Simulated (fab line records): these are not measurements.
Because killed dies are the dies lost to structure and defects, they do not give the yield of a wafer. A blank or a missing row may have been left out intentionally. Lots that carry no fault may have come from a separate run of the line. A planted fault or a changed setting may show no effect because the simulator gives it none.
Comparing a struck lot with a sound one / flow sky130 / 14 out of 708 route steps
Sound: wafers L137.1, L137.4, L137.5. Wafers struck: L149.3, L149.5, L149.6. Last of all comes the cause.
For every step that has rows: the tool of each side, followed by ch and its chambers, followed by its first start. Under that, the readings that differ: sound wafers / struck wafers / difference of the means / sigmas: that difference in standard deviations of wafers without a fault.
alike: readings whose means differ by less than 2 such deviations, and words and numbers that are the same on both sides. not compared: withheld readings, readings that some wafer has no value for, bounds like >300 that may hide the same value, and numbers for which the record gives no deviation and whose values overlap.
Wherever a step has rows on one side only, a row that says differs or no value, or a row with sigmas, the two part there. Numbers that have no deviation but don't overlap get no sigmas and don't part them. Lack of a reading on every wafer of one side parts them only where that side has two or more wafers.

first, 1 step without rows for these wafers: SKY_VIA2_ETCH_14 (etches BARC in N2/H2, stops on SiO2, time 45.9 s, target depth 60 nm).
SKY_VIA2_ETCH_15: etches SiO2 in C4F8/O2/Ar, stops on TiN, target depth 546 nm, time 84 s.
  sound on rie diel-03 ch 0,1,3, day 38 17:47; struck on rie diel-03 ch 0,1,3, day 42 05:13
  alike: oes product au
  not compared: rf hours counter h
SKY_VIA2_STRIP_16: strips in O2/N2.
  sound on plasma asher-02 ch 1, day 38 17:51; struck on plasma asher-03 ch 0,1, day 42 05:19
  alike: drypump motor current A, oes product au, strip time to endpoint s
  not compared: rf hours counter h
then, 3 steps without rows for these wafers: SKY_VIA2_STRIP_17 (strips in post etch residue remover, time 1200 s); SKY_VIA2_CLEAN_18 (cleans in IPA, time 180 s); SKY_VIA2_CLEAN_19 (cleans in O3/DIW).
SKY_VIA2_SPUTTER_20: material TiN, target thk 20 nm, time 80 s.
  sound on pvd sputter-02, day 38 18:28; struck on pvd sputter-02, day 42 05:55
  alike: cathode dc power W, chamber pressure pa, throttle valve pct
then, 1 step without rows for these wafers: SKY_VIA2_CVD_21 (deposits W, target thk 420 nm, time 126.4 s).
SKY_VIA2_RS_MEAS_22: uses a four-point probe to measure.
  sound on film metro-04, day 38 18:40; struck on film metro-02, day 42 06:10
  alike: VIA2_W_RS
SKY_VIA2_THK_MEAS_23: measures by xrf.
  sound on film metro-04, day 38 18:47; struck on film metro-02, day 42 06:16
  alike: VIA2_W_THK
SKY_VIA2_CMP_24: polishes, stops on SiO2, t overpolish 20 s, target thk 0 nm.
  sound on cmp-01 ch 0,1,2, day 38 18:50; struck on cmp-01 ch 0,2,3, day 42 06:27
  alike: head pressure psi, motor current A, overpolish run s, platen rpm, slurry flow ml min, time to endpoint s
then, 1 step without rows for these wafers: SKY_METAL3_SPUTTER_00 (material Ti, target thk 15 nm, time 10 s).
SKY_METAL3_SPUTTER_01: material TiN, target thk 20 nm, time 16.7 s.
  sound on pvd sputter-03, day 38 19:10; struck on pvd sputter-01, day 42 06:38
  no value came back on the struck wafers for cathode dc power W (W), chamber pressure pa (Pa), throttle valve pct (%); on the sound wafers cathode dc power W (W) reads 6502.5 6501.6 6500.1
SKY_METAL3_SPUTTER_02: material AlCu, target thk 735 nm, time 39.1 s.
  sound on pvd sputter-03, day 38 19:11; struck on pvd sputter-01, day 42 06:39
  alike: cathode dc power W, chamber pressure pa, throttle valve pct

== WHERE THEY PART ==
At SKY_METAL3_SPUTTER_01 and nowhere else, as far as this record goes. Later steps at which nothing parts them and some readings are alike: SKY_METAL3_SPUTTER_02.

WHY: what had been put in by the simulator
Beginning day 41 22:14, the whole step at SKY_METAL3_SPUTTER_01 was skipped on pvd sputter-01. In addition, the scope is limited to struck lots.
